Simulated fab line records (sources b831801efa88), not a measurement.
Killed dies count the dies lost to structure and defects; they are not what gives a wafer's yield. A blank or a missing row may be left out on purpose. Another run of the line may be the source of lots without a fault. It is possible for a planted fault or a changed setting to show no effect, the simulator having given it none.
The tool behind it: which one? ; flow sky130 ; 17 wafers from 6 lots sampled at 2 of the route's 708 steps

WHAT EACH GAUGE READ, for each wafer
SKY_FIELD_ISO_THK_MEAS_25.
lot;measured;on;FIELD_ISO_CVD_24_THK (nm)
L490;day 3 21:16;filmMetro-04;598 594 601
L492;day 4 07:21;filmMetro-01;598 604 595
L494;day 4 18:05;filmMetro-01;590 598 585
L497;day 5 09:25;filmMetro-04;600 591 590
L501;day 6 06:28;filmMetro-01;591 596 588
L503;day 6 18:23;filmMetro-04;882 885

WHAT TOOL EACH LOT RAN ON (gives the tool, then ch and the chambers of the sampled wafers, and finally the start)
lot;SKY_FIELD_ISO_CVD_24
L490;hdpcvd-01 ch 0,1,2, day 3 21:13
L492;hdpcvd-01 ch 0,2, day 4 07:16
L494;hdpcvd-02 ch 1,2, day 4 18:01
L497;hdpcvd-01 ch 1,2, day 5 09:20
L501;hdpcvd-02 ch 0,1, day 6 06:23
L503;hdpcvd-02 ch 0, day 6 18:18
- SKY_FIELD_ISO_CVD_24: deposits SiO2, target thk 595 nm, time 99.2 s.

THE ANSWER, worked out from the rows above alone
Rule: usual is defined by the lots themselves. The widest of any qualifying gaps counts: lots, ordered by their means at a reading, are off when they make up no more than a third of the lots, leave a main group of 4 or more, and stand apart from it by 3 or more times the standard deviation of that group's means. If all means in a main group match to the digits the tables above print for the reading, that group is not used. Also off: a lot with no number at a reading for which 4 or more lots have one. Any other lot the step has rows for is counted as sound.
Off: L503, at SKY_FIELD_ISO_THK_MEAS_25 (FIELD_ISO_CVD_24_THK). Mean 595 nm and standard deviation 3.2 in the main group.
If a tool, at a process step before that reading, ran all the lots that are off and no sound lot after the first of them, it fits. Those tools and the gauges at SKY_FIELD_ISO_THK_MEAS_25 are tried in the same way. Can't be told from this: 2 tools fit, hdpcvd-02 at SKY_FIELD_ISO_CVD_24, filmMetro-04 at SKY_FIELD_ISO_THK_MEAS_25.

WHAT THE SIMULATOR HAD INSERTED
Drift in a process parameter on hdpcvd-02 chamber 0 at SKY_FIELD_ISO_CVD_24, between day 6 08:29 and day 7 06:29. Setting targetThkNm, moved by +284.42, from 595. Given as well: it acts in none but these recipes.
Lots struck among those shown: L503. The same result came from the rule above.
